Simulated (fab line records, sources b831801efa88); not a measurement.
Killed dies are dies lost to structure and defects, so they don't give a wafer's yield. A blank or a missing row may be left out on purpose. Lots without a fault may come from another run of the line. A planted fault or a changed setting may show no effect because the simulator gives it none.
A struck lot beside a sound one | flow sky130 | 36 steps out of a route of 708
Sound: wafers L281.1, L281.3, L281.4. Struck: wafers L286.1, L286.4, L286.6. The cause comes at the end.
At each step with rows: each side's tool, then ch and its chambers, then its first start. Under that, the readings that differ: sound wafers | struck wafers | difference of the means | sigmas: that difference in standard deviations of wafers without a fault.
alike: readings whose means differ by less than 2 such deviations, and words and numbers that are the same on both sides. not compared: withheld readings, readings that some wafer has no value for, bounds like >300 that may hide the same value, and numbers for which the record gives no deviation and whose values overlap.
The two part at a step that has a row with sigmas, a row that says differs or no value, or rows on one side only. Numbers that don't overlap but have no deviation are shown without sigmas and don't part them. A reading that every wafer of one side lacks parts them only if that side has two wafers or more.

first, 10 steps without rows for these wafers: SKY_POLY_CUT_ETCH_10 (etches BARC in N2/H2, stops on SiO2, time 45.9 s, target depth 60 nm); SKY_POLY_CUT_ETCH_11 (etches Si3N4 in CF4/CH2F2/Ar, stops on poly-Si, time 42.5 s, target depth 60 nm); SKY_POLY_CUT_STRIP_12 (strips in O2/N2); SKY_SD_P_DEHYDRATE_00 (time 60 s); SKY_SD_P_HMDS_01 (prime time 60 s); SKY_SD_P_COAT_02 (resist thk 1140 nm); SKY_SD_P_SOFTBAKE_03 (time 60 s); SKY_SD_P_EXPOSE_04 (exposes mask PSDM, target cd 380 nm); SKY_SD_P_PEB_05; SKY_SD_P_DEVELOP_06 (develop time 60 s).
SKY_SD_P_IMPLANT_09:
  sound on implanter-03 ch 0, day 29 00:57; struck on implanter-03 ch 0, day 30 11:12
  reading       | sound                     | struck                       | difference | sigmas
  beam_on_s (s) | 15.7 16.0 15.7            | 11.5 11.5 11.9               | -4.2       | -6
  dose_ions_cm2 | 3e+15 2.999e+15 3.002e+15 | 2.17e+15 2.173e+15 2.176e+15 | -8.27e+14  | -99 or more
  alike: beam_energy_keV, faraday_current_uA
SKY_SD_P_STRIP_10: strips in O2/N2.
  sound on plasma_asher-03 ch 0,1, day 29 01:06; struck on plasma_asher-03 ch 1, day 30 11:21
  reading                      | sound             | struck            | difference | sigmas
  oes_product_au (a.u.)        | 0.615 0.618 0.618 | 0.633 0.633 0.630 | +0.015     | +3
  strip_time_to_endpoint_s (s) | 17.45 17.49 17.42 | 16.86 16.93 16.84 | -0.58      | -12
  alike: drypump_motor_current_A
  not compared: rf_hours_counter_h
SKY_SD_P_TW_MEAS_11:
  sound on film_metro-01, day 29 01:12; struck on film_metro-01, day 30 11:27
  reading | sound          | struck         | difference | sigmas
  SD_P_TW | 2822 2819 2803 | 2639 2640 2625 | -180       | -12
then, 21 steps without rows for these wafers: SKY_RES_XHIGH_DEHYDRATE_00 (time 60 s); SKY_RES_XHIGH_HMDS_01 (prime time 60 s); SKY_RES_XHIGH_COAT_02 (resist thk 1140 nm); SKY_RES_XHIGH_SOFTBAKE_03 (time 60 s); SKY_RES_XHIGH_EXPOSE_04 (exposes mask URPM, target cd 1270 nm); SKY_RES_XHIGH_PEB_05; SKY_RES_XHIGH_DEVELOP_06 (develop time 60 s); SKY_RES_XHIGH_IMPLANT_07; SKY_RES_XHIGH_STRIP_08 (strips in O2/N2); SKY_SD_N_DEHYDRATE_00 (time 60 s); SKY_SD_N_HMDS_01 (prime time 60 s); SKY_SD_N_COAT_02 (resist thk 1140 nm); SKY_SD_N_SOFTBAKE_03 (time 60 s); SKY_SD_N_EXPOSE_04 (exposes mask NSDM, target cd 380 nm); SKY_SD_N_PEB_05; SKY_SD_N_DEVELOP_06 (develop time 60 s); SKY_SD_N_IMPLANT_09; SKY_SD_N_IMPLANT_10; SKY_SD_N_STRIP_11 (strips in O2/N2); SKY_SD_N_CLEAN_13 (cleans in SC1/SC2, time 150 s); SKY_SD_N_RTA_14 (time 2 s).
-- the record jumps here: 2 days lie between the struck wafers' starts before and after --
SKY_SD_N_RS_MEAS_17: measures by four-point-probe.
  sound on film_metro-03, day 31 09:22; struck on film_metro-02, day 32 18:21
  reading          | sound             | struck            | difference | sigmas
  SD_P_RS (ohm/sq) | 146.4 146.8 146.9 | 152.3 152.0 152.2 | +5.5       | +15
-- the record jumps here: 16 days lie between the struck wafers' starts before and after (it left off in module SD_N and takes up again in module PAD_OPEN, whose first step shown is number 708 of the route) --
SKY_PAD_OPEN_PROBE_99:
  sound on prober-02, day 48 08:58; struck on prober-02, day 49 03:53
  reading                             | sound             | struck            | difference | sigmas
  model.etest.licon_high_po.rc_ohm    | 352.1 363 361.3   | 576.9 554 586.1   | +213.5     |
  model.etest.res_high_po.line_ohm_um | 754.4 753.3 741.3 | 984 975.2 954.5   | +222       |
  model.etest.res_pdiff.line_ohm_um   | 1374 1402 1406    | 1438 1511 1495    | +87        |
  model.etest.pfet_01v8.r_on_ohm_um   | 2902 2924 2922    | 3051 3073 3072    | +149       |
  model.etest.res_high_po.rs_ohm_sq   | 257.6 260.7 257.3 | 338 337.6 337.9   | +79        |
  model.etest.licon_pdiff.rc_ohm      | 623.4 611 593.4   | 655.4 644.7 663.1 | +45.1      |
  model.etest.res_pdiff_hv.rs_ohm_sq  | 191.1 189 190.6   | 209.6 208.9 209.1 | +19.0      |
  model.etest.res_pdiff.rs_ohm_sq     | 196.1 197.2 196.2 | 215.7 217.4 216.5 | +20.0      |
  alike: killed_at_M0_to_M3, killed_at_M4_up, killed_at_contacts, killed_at_front_end, killed_at_other, killed_dies, killed_open, killed_short

WHERE THEY PART
First at SKY_SD_P_IMPLANT_09; last, within this record, at SKY_SD_N_RS_MEAS_17. Later steps at which nothing parts them and some readings are alike: SKY_PAD_OPEN_PROBE_99.

WHY: what the simulator had put in
Process parameter drift: implanter-03, from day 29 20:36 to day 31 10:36, at SKY_SD_P_IMPLANT_09. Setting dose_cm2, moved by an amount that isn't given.
